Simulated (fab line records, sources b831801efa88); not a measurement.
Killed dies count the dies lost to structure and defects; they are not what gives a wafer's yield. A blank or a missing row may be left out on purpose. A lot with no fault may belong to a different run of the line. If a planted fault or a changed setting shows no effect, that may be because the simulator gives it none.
Which tool did it? / flow sky130 / 38 wafers from 13 lots sampled at 4 of the route's 708 steps

## WHAT THE GAUGES SHOWED, per wafer
SKY_PASSIVATION_THK_MEAS_03. Usual: for PASSIVATION_CVD_02_THK the level is 541 nm and the standard deviation is 7.4.
lot=L291; measured=day 43 17:43; on=filmMetro-03; PASSIVATION_CVD_02_THK (nm)=544 553 553; flag=
lot=L292; measured=day 43 23:21; on=filmMetro-04; PASSIVATION_CVD_02_THK (nm)=533 538 545; flag=
lot=L294; measured=day 44 16:32; on=filmMetro-02; PASSIVATION_CVD_02_THK (nm)=531 536 534; flag=
lot=L295; measured=day 44 22:29; on=filmMetro-04; PASSIVATION_CVD_02_THK (nm)=530 527 550; flag=
lot=L296; measured=day 45 05:41; on=filmMetro-04; PASSIVATION_CVD_02_THK (nm)=533 543 537; flag=
lot=L297; measured=day 45 17:45; on=filmMetro-04; PASSIVATION_CVD_02_THK (nm)=524 536 537; flag=
lot=L299; measured=day 46 04:14; on=filmMetro-03; PASSIVATION_CVD_02_THK (nm)=537 553; flag=
lot=L308; measured=day 48 08:05; on=filmMetro-03; PASSIVATION_CVD_02_THK (nm)=546 551 554; flag=
lot=L309; measured=day 48 09:44; on=filmMetro-04; PASSIVATION_CVD_02_THK (nm)=543 552 544; flag=
lot=L310; measured=day 48 18:54; on=filmMetro-02; PASSIVATION_CVD_02_THK (nm)=538 538 548; flag=
lot=L311; measured=day 48 21:47; on=filmMetro-03; PASSIVATION_CVD_02_THK (nm)=539 543 549; flag=
lot=L312; measured=day 49 08:07; on=filmMetro-03; PASSIVATION_CVD_02_THK (nm)=536 542 545; flag=
lot=L313; measured=day 49 10:21; on=filmMetro-04; PASSIVATION_CVD_02_THK (nm)=542 540 545; flag=

## WHICH TOOL RAN EACH LOT (tool, then ch and the chambers of the sampled wafers, then the start)
lot=L291; SKY_LDD_LDN_EXPOSE_04=ilineStepper-01 ch 0, day 21 22:12; SKY_METAL5_SPUTTER_00=pvdSputter-02, day 42 16:46; SKY_METAL5_SPUTTER_04=pvdSputter-02, day 42 16:53
lot=L292; SKY_LDD_LDN_EXPOSE_04=ilineStepper-02 ch 0, day 22 08:01; SKY_METAL5_SPUTTER_00=pvdSputter-01, day 42 23:22; SKY_METAL5_SPUTTER_04=pvdSputter-01, day 42 23:29
lot=L294; SKY_LDD_LDN_EXPOSE_04=ilineStepper-02 ch 0, day 23 03:22; SKY_METAL5_SPUTTER_00=pvdSputter-04, day 43 16:32; SKY_METAL5_SPUTTER_04=pvdSputter-04, day 43 16:39
lot=L295; SKY_LDD_LDN_EXPOSE_04=ilineStepper-02 ch 0, day 23 16:38; SKY_METAL5_SPUTTER_00=pvdSputter-02, day 43 22:59; SKY_METAL5_SPUTTER_04=pvdSputter-02, day 43 23:07
lot=L296; SKY_LDD_LDN_EXPOSE_04=ilineStepper-02 ch 0, day 24 07:03; SKY_METAL5_SPUTTER_00=pvdSputter-01, day 44 07:09; SKY_METAL5_SPUTTER_04=pvdSputter-01, day 44 07:16
lot=L297; SKY_LDD_LDN_EXPOSE_04=ilineStepper-02 ch 0, day 24 16:27; SKY_METAL5_SPUTTER_00=pvdSputter-02, day 44 19:04; SKY_METAL5_SPUTTER_04=pvdSputter-02, day 44 19:11
lot=L299; SKY_LDD_LDN_EXPOSE_04=ilineStepper-02 ch 0, day 25 06:19; SKY_METAL5_SPUTTER_00=pvdSputter-04, day 45 05:24; SKY_METAL5_SPUTTER_04=pvdSputter-04, day 45 05:31
lot=L308; SKY_LDD_LDN_EXPOSE_04=ilineStepper-01 ch 0, day 28 08:50; SKY_METAL5_SPUTTER_00=pvdSputter-01, day 47 11:37; SKY_METAL5_SPUTTER_04=pvdSputter-01, day 47 11:44
lot=L309; SKY_LDD_LDN_EXPOSE_04=ilineStepper-02 ch 0, day 28 15:54; SKY_METAL5_SPUTTER_00=pvdSputter-04, day 47 13:26; SKY_METAL5_SPUTTER_04=pvdSputter-04, day 47 13:33
lot=L310; SKY_LDD_LDN_EXPOSE_04=ilineStepper-01 ch 0, day 29 01:40; SKY_METAL5_SPUTTER_00=pvdSputter-04, day 47 22:23; SKY_METAL5_SPUTTER_04=pvdSputter-04, day 47 22:30
lot=L311; SKY_LDD_LDN_EXPOSE_04=ilineStepper-02 ch 0, day 29 07:23; SKY_METAL5_SPUTTER_00=pvdSputter-01, day 48 02:17; SKY_METAL5_SPUTTER_04=pvdSputter-01, day 48 02:24
lot=L312; SKY_LDD_LDN_EXPOSE_04=ilineStepper-01 ch 0, day 30 02:25; SKY_METAL5_SPUTTER_00=pvdSputter-01, day 48 13:09; SKY_METAL5_SPUTTER_04=pvdSputter-01, day 48 13:16
lot=L313; SKY_LDD_LDN_EXPOSE_04=ilineStepper-01 ch 0, day 30 03:09; SKY_METAL5_SPUTTER_00=pvdSputter-01, day 48 15:14; SKY_METAL5_SPUTTER_04=pvdSputter-01, day 48 15:21
- SKY_LDD_LDN_EXPOSE_04: exposes mask LDNTM, target cd 700 nm.
- SKY_METAL5_SPUTTER_00: material Ti, target thk 15 nm, time 10 s.
- SKY_METAL5_SPUTTER_04: material TiN, target thk 70 nm, time 58.3 s.

## AS READ BY THE TOOLS THEMSELVES (means over the sampled wafers that have a number; for cases with no such wafer, the mark the record gives instead)
SKY_LDD_LDN_EXPOSE_04. Usual: focusOffsetNm at 0.0 nm, with a standard deviation of 0.54.
lot=L291; tool=ilineStepper-01; focusOffsetNm (nm)=-0.2; flag=
lot=L292; tool=ilineStepper-02; focusOffsetNm (nm)=-0.5; flag=
lot=L294; tool=ilineStepper-02; focusOffsetNm (nm)=-0.7; flag=
lot=L295; tool=ilineStepper-02; focusOffsetNm (nm)=-0.6; flag=
lot=L296; tool=ilineStepper-02; focusOffsetNm (nm)=0.1; flag=
lot=L297; tool=ilineStepper-02; focusOffsetNm (nm)=0.4; flag=
lot=L299; tool=ilineStepper-02; focusOffsetNm (nm)=-0.5; flag=
lot=L308; tool=ilineStepper-01; focusOffsetNm (nm)=0.6; flag=
lot=L309; tool=ilineStepper-02; focusOffsetNm (nm)=0.4; flag=
lot=L310; tool=ilineStepper-01; focusOffsetNm (nm)=-0.1; flag=
lot=L311; tool=ilineStepper-02; focusOffsetNm (nm)=0.2; flag=
lot=L312; tool=ilineStepper-01; focusOffsetNm (nm)=-0.5; flag=
lot=L313; tool=ilineStepper-01; focusOffsetNm (nm)=0.5; flag=

SKY_METAL5_SPUTTER_00. Usual: cathodeDcPowerW 3000.1 W, standard deviation 0.57; chamberPressurePa 0.4001 Pa, standard deviation 0.00088; throttleValvePct 29.6 %, standard deviation 1.1.
lot=L291; tool=pvdSputter-02; cathodeDcPowerW (W)=3000.6; chamberPressurePa (Pa)=0.4000; throttleValvePct (%)=29.5; flag=
lot=L292; tool=pvdSputter-01; cathodeDcPowerW (W)=2999.9; chamberPressurePa (Pa)=0.3999; throttleValvePct (%)=27.9; flag=
lot=L294; tool=pvdSputter-04; cathodeDcPowerW (W)=3000.0; chamberPressurePa (Pa)=0.3992; throttleValvePct (%)=29.7; flag=
lot=L295; tool=pvdSputter-02; cathodeDcPowerW (W)=3000.3; chamberPressurePa (Pa)=0.4000; throttleValvePct (%)=29.9; flag=
lot=L296; tool=pvdSputter-01; cathodeDcPowerW (W)=3000.4; chamberPressurePa (Pa)=0.3991; throttleValvePct (%)=30.0; flag=
lot=L297; tool=pvdSputter-02; cathodeDcPowerW (W)=3000.1; chamberPressurePa (Pa)=0.4006; throttleValvePct (%)=30.3; flag=
lot=L299; tool=pvdSputter-04; cathodeDcPowerW (W)=3000.5; chamberPressurePa (Pa)=0.4012; throttleValvePct (%)=29.4; flag=
lot=L308; tool=pvdSputter-01; cathodeDcPowerW (W)=3000.2; chamberPressurePa (Pa)=0.3998; throttleValvePct (%)=30.1; flag=
lot=L309; tool=pvdSputter-04; cathodeDcPowerW (W)=2999.9; chamberPressurePa (Pa)=0.3994; throttleValvePct (%)=29.6; flag=
lot=L310; tool=pvdSputter-04; cathodeDcPowerW (W)=2999.9; chamberPressurePa (Pa)=0.3999; throttleValvePct (%)=29.9; flag=
lot=L311; tool=pvdSputter-01; cathodeDcPowerW (W)=3000.2; chamberPressurePa (Pa)=0.3995; throttleValvePct (%)=29.7; flag=
lot=L312; tool=pvdSputter-01; cathodeDcPowerW (W)=3000.2; chamberPressurePa (Pa)=0.4010; throttleValvePct (%)=29.2; flag=
lot=L313; tool=pvdSputter-01; cathodeDcPowerW (W)=3000.2; chamberPressurePa (Pa)=0.4001; throttleValvePct (%)=29.1; flag=

SKY_METAL5_SPUTTER_04. Usual: cathodeDcPowerW 6499.9 W, standard deviation 1.1; chamberPressurePa 0.3999 Pa, standard deviation 0.00079; throttleValvePct 29.6 %, standard deviation 1.1.
lot=L291; tool=pvdSputter-02; cathodeDcPowerW (W)=6499.0; chamberPressurePa (Pa)=0.3998; throttleValvePct (%)=29.6; flag=
lot=L292; tool=pvdSputter-01; cathodeDcPowerW (W)=6499.4; chamberPressurePa (Pa)=0.3992; throttleValvePct (%)=27.8; flag=
lot=L294; tool=pvdSputter-04; cathodeDcPowerW (W)=6499.8; chamberPressurePa (Pa)=0.3996; throttleValvePct (%)=29.6; flag=
lot=L295; tool=pvdSputter-02; cathodeDcPowerW (W)=6499.4; chamberPressurePa (Pa)=0.4002; throttleValvePct (%)=29.9; flag=
lot=L296; tool=pvdSputter-01; cathodeDcPowerW (W)=6500.7; chamberPressurePa (Pa)=0.3993; throttleValvePct (%)=29.9; flag=
lot=L297; tool=pvdSputter-02; cathodeDcPowerW (W)=6500.7; chamberPressurePa (Pa)=0.3992; throttleValvePct (%)=30.3; flag=
lot=L299; tool=pvdSputter-04; cathodeDcPowerW (W)=6500.4; chamberPressurePa (Pa)=0.4007; throttleValvePct (%)=29.3; flag=
lot=L308; tool=pvdSputter-01; cathodeDcPowerW (W)=6499.4; chamberPressurePa (Pa)=0.3992; throttleValvePct (%)=30.0; flag=
lot=L309; tool=pvdSputter-04; cathodeDcPowerW (W)=6499.4; chamberPressurePa (Pa)=0.3994; throttleValvePct (%)=29.3; flag=
lot=L310; tool=pvdSputter-04; cathodeDcPowerW (W)=6499.9; chamberPressurePa (Pa)=0.4006; throttleValvePct (%)=30.1; flag=
lot=L311; tool=pvdSputter-01; cathodeDcPowerW (W)=6500.3; chamberPressurePa (Pa)=0.4001; throttleValvePct (%)=29.6; flag=
lot=L312; tool=pvdSputter-01; cathodeDcPowerW (W)=6499.9; chamberPressurePa (Pa)=0.3997; throttleValvePct (%)=29.1; flag=
lot=L313; tool=pvdSputter-01; cathodeDcPowerW (W)=6500.6; chamberPressurePa (Pa)=0.3999; throttleValvePct (%)=29.0; flag=

## THE ANSWER, worked out from the rows above alone
Rule: a lot counts as off when the mean over its wafers that have a number is more than 3 standard deviations away from the usual mean. Also off: a lot with no number at a reading for which 4 or more lots have one. All remaining lots with rows at the step are treated as sound. The gauges are gone through in route order, then the tools' own readings, and for those a lot's mean is taken as printed above. At the first step where some lot is off, the reading lying furthest off is the one used; lots without a number count as furthest.
Nothing can be told from this: no lot is off at any reading shown.

## WHAT THE SIMULATOR HAD PUT IN
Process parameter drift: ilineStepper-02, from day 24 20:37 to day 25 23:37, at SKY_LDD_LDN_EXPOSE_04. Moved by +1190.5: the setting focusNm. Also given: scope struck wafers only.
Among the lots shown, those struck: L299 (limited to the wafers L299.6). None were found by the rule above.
